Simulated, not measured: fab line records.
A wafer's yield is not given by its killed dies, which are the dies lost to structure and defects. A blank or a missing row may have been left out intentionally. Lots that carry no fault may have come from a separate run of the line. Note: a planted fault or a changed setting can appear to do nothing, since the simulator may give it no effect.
Which tool is to blame? || flow sky130 || 11 lots with 33 wafers sampled at 2 steps, on a route of 708 steps

## WHAT EACH GAUGE READ, for each wafer
SKY_SONOS_ONO_CD_MEAS_13: target cd 410 nm. Usual: cd-nm 410.4 nm, standard deviation 2.6.
{"lot": "L906", "measured": "day 13 22:19", "on": "cd-sem-02", "cd-nm (nm)": "408.6 407.2 408.2", "flag": ""}
{"lot": "L910", "measured": "day 15 07:03", "on": "cd-sem-02", "cd-nm (nm)": "405.9 409.2 406.5", "flag": ""}
{"lot": "L912", "measured": "day 15 17:28", "on": "cd-sem-02", "cd-nm (nm)": "414.7 413.2 413.4", "flag": ""}
{"lot": "L914", "measured": "day 15 23:13", "on": "cd-sem-02", "cd-nm (nm)": "413.2 413.6 414.2", "flag": ""}
{"lot": "L916", "measured": "day 16 23:32", "on": "cd-sem-01", "cd-nm (nm)": "413.2 412.6 413.7", "flag": ""}
{"lot": "L917", "measured": "day 17 06:15", "on": "cd-sem-01", "cd-nm (nm)": "411.6 411.3 408.1", "flag": ""}
{"lot": "L919", "measured": "day 17 20:08", "on": "cd-sem-01", "cd-nm (nm)": "409.3 407.2 409.7", "flag": ""}
{"lot": "L921", "measured": "day 18 10:41", "on": "cd-sem-02", "cd-nm (nm)": "408.2 410.1 414.0", "flag": ""}
{"lot": "L923", "measured": "day 18 23:40", "on": "cd-sem-02", "cd-nm (nm)": "410.8 408.7 409.9", "flag": ""}
{"lot": "L925", "measured": "day 19 20:40", "on": "cd-sem-02", "cd-nm (nm)": "411.3 413.2 412.3", "flag": ""}
{"lot": "L926", "measured": "day 20 04:13", "on": "cd-sem-02", "cd-nm (nm)": "404.8 402.5 405.7", "flag": ""}

## TOOL THAT RAN EACH LOT (tool first, then ch and the chambers of the sampled wafers, then the start)
{"lot": "L906", "SKY_FIELD_ISO_ETCH_15": "rie-diel-03 ch 2,3, day 2 15:54"}
{"lot": "L910", "SKY_FIELD_ISO_ETCH_15": "rie-diel-02 ch 0,1,2, day 3 13:38"}
{"lot": "L912", "SKY_FIELD_ISO_ETCH_15": "rie-diel-02 ch 0,2, day 3 21:22"}
{"lot": "L914", "SKY_FIELD_ISO_ETCH_15": "rie-diel-01 ch 1,2, day 4 11:39"}
{"lot": "L916", "SKY_FIELD_ISO_ETCH_15": "rie-diel-01 ch 0,1, day 4 21:57"}
{"lot": "L917", "SKY_FIELD_ISO_ETCH_15": "rie-diel-02 ch 0,1,3, day 5 03:23"}
{"lot": "L919", "SKY_FIELD_ISO_ETCH_15": "rie-diel-03 ch 0,1,3, day 5 10:53"}
{"lot": "L921", "SKY_FIELD_ISO_ETCH_15": "rie-diel-01 ch 1,2,3, day 5 21:27"}
{"lot": "L923", "SKY_FIELD_ISO_ETCH_15": "rie-diel-03 ch 0,1,3, day 6 06:48"}
{"lot": "L925", "SKY_FIELD_ISO_ETCH_15": "rie-diel-03 ch 1,2, day 6 20:36"}
{"lot": "L926", "SKY_FIELD_ISO_ETCH_15": "rie-diel-03 ch 0,2, day 6 22:48"}
- SKY_FIELD_ISO_ETCH_15: etches the open film in CHF3/O2, stops on Si, target depth 180 nm, time 72 s.

## WHAT THE TOOLS THEMSELVES READ (means of the sampled wafers that have a number; where no wafer has one, the mark that the record gives instead)
SKY_FIELD_ISO_ETCH_15. Usual: O2_flow_sccm 5.001 sccm, standard deviation 0.015; bias-w 200.1 W, standard deviation 0.61; drypump-motor-current-A 5.7 A, standard deviation 0.51; oes-product-au 0.986 a.u., standard deviation 0.0062; throttle-valve-pct 8.856 %, standard deviation 0.0087.
{"lot": "L906", "tool": "rie-diel-03", "O2_flow_sccm (sccm)": 5.008, "bias-w (W)": 200.7, "drypump-motor-current-A (A)": 5.9, "oes-product-au (a.u.)": 0.981, "throttle-valve-pct (%)": 8.846, "flag": ""}
{"lot": "L910", "tool": "rie-diel-02", "O2_flow_sccm (sccm)": 5.008, "bias-w (W)": 200.7, "drypump-motor-current-A (A)": 4.8, "oes-product-au (a.u.)": 0.985, "throttle-valve-pct (%)": 8.847, "flag": ""}
{"lot": "L912", "tool": "rie-diel-02", "O2_flow_sccm (sccm)": 5.007, "bias-w (W)": 200.8, "drypump-motor-current-A (A)": 4.8, "oes-product-au (a.u.)": 0.986, "throttle-valve-pct (%)": 8.866, "flag": ""}
{"lot": "L914", "tool": "rie-diel-01", "O2_flow_sccm (sccm)": 4.999, "bias-w (W)": 199.8, "drypump-motor-current-A (A)": 6.2, "oes-product-au (a.u.)": 0.980, "throttle-valve-pct (%)": 8.859, "flag": ""}
{"lot": "L916", "tool": "rie-diel-01", "O2_flow_sccm (sccm)": 4.997, "bias-w (W)": 200.4, "drypump-motor-current-A (A)": 6.1, "oes-product-au (a.u.)": 0.981, "throttle-valve-pct (%)": 8.863, "flag": ""}
{"lot": "L917", "tool": "rie-diel-02", "O2_flow_sccm (sccm)": 5.006, "bias-w (W)": 199.4, "drypump-motor-current-A (A)": 5.1, "oes-product-au (a.u.)": 0.988, "throttle-valve-pct (%)": 8.865, "flag": ""}
{"lot": "L919", "tool": "rie-diel-03", "O2_flow_sccm (sccm)": 5.000, "bias-w (W)": 200.1, "drypump-motor-current-A (A)": 5.8, "oes-product-au (a.u.)": 0.985, "throttle-valve-pct (%)": 8.855, "flag": ""}
{"lot": "L921", "tool": "rie-diel-01", "O2_flow_sccm (sccm)": 4.997, "bias-w (W)": 199.8, "drypump-motor-current-A (A)": 6.1, "oes-product-au (a.u.)": 0.986, "throttle-valve-pct (%)": 8.855, "flag": ""}
{"lot": "L923", "tool": "rie-diel-03", "O2_flow_sccm (sccm)": 4.999, "bias-w (W)": 200.7, "drypump-motor-current-A (A)": 5.9, "oes-product-au (a.u.)": 0.991, "throttle-valve-pct (%)": 8.854, "flag": ""}
{"lot": "L925", "tool": "rie-diel-03", "O2_flow_sccm (sccm)": 5.006, "bias-w (W)": 199.8, "drypump-motor-current-A (A)": 5.7, "oes-product-au (a.u.)": 0.982, "throttle-valve-pct (%)": 8.851, "flag": ""}
{"lot": "L926", "tool": "rie-diel-03", "O2_flow_sccm (sccm)": 4.993, "bias-w (W)": 200.3, "drypump-motor-current-A (A)": 5.7, "oes-product-au (a.u.)": 0.988, "throttle-valve-pct (%)": 8.846, "flag": ""}

## THE ANSWER, worked out from the rows above alone
Rule: a lot counts as off when the mean over its wafers that have a number is more than 3 standard deviations away from the usual mean. Also off: a lot with no number at a reading for which 4 or more lots have one. The other lots that the step has rows for count as sound. First the gauges in route order, then the tools' own readings, where a lot's mean is used as printed above. The first step at which some lot is off is used, and at that step the reading that is off furthest; a lot without a number counts as furthest.
No lot is off at any reading shown: from this, nothing can be told.

## WHAT WAS PUT IN BY THE SIMULATOR
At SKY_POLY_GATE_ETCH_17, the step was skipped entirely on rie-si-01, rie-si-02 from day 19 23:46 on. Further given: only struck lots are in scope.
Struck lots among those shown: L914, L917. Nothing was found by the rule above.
